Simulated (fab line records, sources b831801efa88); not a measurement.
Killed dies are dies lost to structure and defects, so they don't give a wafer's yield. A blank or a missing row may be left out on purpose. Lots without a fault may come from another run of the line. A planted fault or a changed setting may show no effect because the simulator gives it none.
Tool commonality check | flow gf180mcu | 13 lots, 39 wafers sampled

WHY IT WAS OPENED
At GF_PSD_RS_MEAS_14 the reading NSD_RS is flagged on 2 of 13 lots. Wafers without a fault read 46.18 ohm/sq, standard deviation 0.11.
Rule: a lot is flagged when every wafer of it that has a number lies more than 4 standard deviations from that mean, or none has a number. The other lots count as sound.

lot  | measured     | on            | NSD_RS (ohm/sq), wafer by wafer | flag
L291 | day 14 08:58 | film_metro-03 | 46.20 46.28 46.25               |
L292 | day 14 14:54 | film_metro-01 | 46.24 46.23 46.10               |
L294 | day 15 01:44 | film_metro-02 | 46.02 46.08 46.04               |
L295 | day 15 18:21 | film_metro-01 | 46.16 46.24 46.16               |
L298 | day 16 10:35 | film_metro-01 | 46.20 46.17 46.23               |
L299 | day 16 20:01 | film_metro-03 | 46.12 46.13 46.04               |
L300 | day 17 11:17 | film_metro-01 | 46.33 46.34 46.32               |
L301 | day 17 13:56 | film_metro-02 | 45.96 46.14 45.99               |
L302 | day 17 17:02 | film_metro-02 | 46.15 46.09 46.17               |
L303 | day 18 07:27 | film_metro-01 | 46.46 46.37 46.41               |
L304 | day 18 17:34 | film_metro-02 | 46.09 46.00 46.09               |
L305 | day 18 23:48 | film_metro-01 | 42.73 42.70 42.60               | FLAGGED
L306 | day 19 06:02 | film_metro-02 | 42.57 42.52 42.43               | FLAGGED
The numbers of the flagged lots are 42.59 ohm/sq on average: -3.59 ohm/sq against the usual, or -33 standard deviations.

WHICH TOOL RAN EACH LOT
The record holds 2 process steps before the reading, out of a route of 602 steps. In each cell: the tool, then ch and the chambers that the sampled wafers went through, then the start.
lot  | flag    | GF_HV_LDD_RTA_52                 | GF_PSD_RTA_13
L291 |         | rtp_anneal-01 ch 0, day 12 05:48 | rtp_anneal-02 ch 0, day 14 08:53
L292 |         | rtp_anneal-02 ch 0, day 12 18:23 | rtp_anneal-02 ch 0, day 14 14:49
L294 |         | rtp_anneal-01 ch 0, day 13 03:01 | rtp_anneal-01 ch 0, day 15 01:39
L295 |         | rtp_anneal-01 ch 0, day 13 20:47 | rtp_anneal-02 ch 0, day 15 18:16
L298 |         | rtp_anneal-02 ch 0, day 14 11:52 | rtp_anneal-02 ch 0, day 16 10:30
L299 |         | rtp_anneal-01 ch 0, day 14 19:43 | rtp_anneal-01 ch 0, day 16 19:55
L300 |         | rtp_anneal-02 ch 0, day 15 10:26 | rtp_anneal-02 ch 0, day 17 11:11
L301 |         | rtp_anneal-01 ch 0, day 15 11:22 | rtp_anneal-01 ch 0, day 17 13:50
L302 |         | rtp_anneal-02 ch 0, day 15 16:38 | rtp_anneal-01 ch 0, day 17 16:56
L303 |         | rtp_anneal-01 ch 0, day 16 05:24 | rtp_anneal-02 ch 0, day 18 07:22
L304 |         | rtp_anneal-01 ch 0, day 16 15:17 | rtp_anneal-02 ch 0, day 18 17:29
L305 | FLAGGED | rtp_anneal-02 ch 0, day 16 21:23 | rtp_anneal-02 ch 0, day 18 23:43
L306 | FLAGGED | rtp_anneal-01 ch 0, day 17 03:41 | rtp_anneal-02 ch 0, day 19 05:56
What these steps do:
- GF_HV_LDD_RTA_52: time 10.53 s.
- GF_PSD_RTA_13: time 20 s.
- GF_PSD_RS_MEAS_14: measures by four-point-probe.

FLAGGED OVER TOTAL, TOOL BY TOOL (the gauges that took the reading come last)
step              | tool          | lots run | flagged | share of the flagged lots | sound lots run after its first flagged lot
GF_HV_LDD_RTA_52  | rtp_anneal-01 | 8        | 1       | some                      | 0
GF_HV_LDD_RTA_52  | rtp_anneal-02 | 5        | 1       | some                      | 0
GF_PSD_RTA_13     | rtp_anneal-01 | 4        | 0       | none                      | -
GF_PSD_RTA_13     | rtp_anneal-02 | 9        | 2       | all                       | 0
GF_PSD_RS_MEAS_14 | film_metro-01 | 6        | 1       | some                      | 0
GF_PSD_RS_MEAS_14 | film_metro-02 | 5        | 1       | some                      | 0
GF_PSD_RS_MEAS_14 | film_metro-03 | 2        | 0       | none                      | -

WHAT THE TABLE ALLOWS
1 row of the table ran every flagged lot: rtp_anneal-02 at GF_PSD_RTA_13.
- rtp_anneal-02 at GF_PSD_RTA_13: 2 of its 9 lots flagged. Its last sound lot is L304 (day 18 17:29), its first flagged lot L305 (day 18 23:43): a fault that began between those two fits.
One tool is left: rtp_anneal-02 at GF_PSD_RTA_13.

WHAT THE SIMULATOR HAD PUT IN
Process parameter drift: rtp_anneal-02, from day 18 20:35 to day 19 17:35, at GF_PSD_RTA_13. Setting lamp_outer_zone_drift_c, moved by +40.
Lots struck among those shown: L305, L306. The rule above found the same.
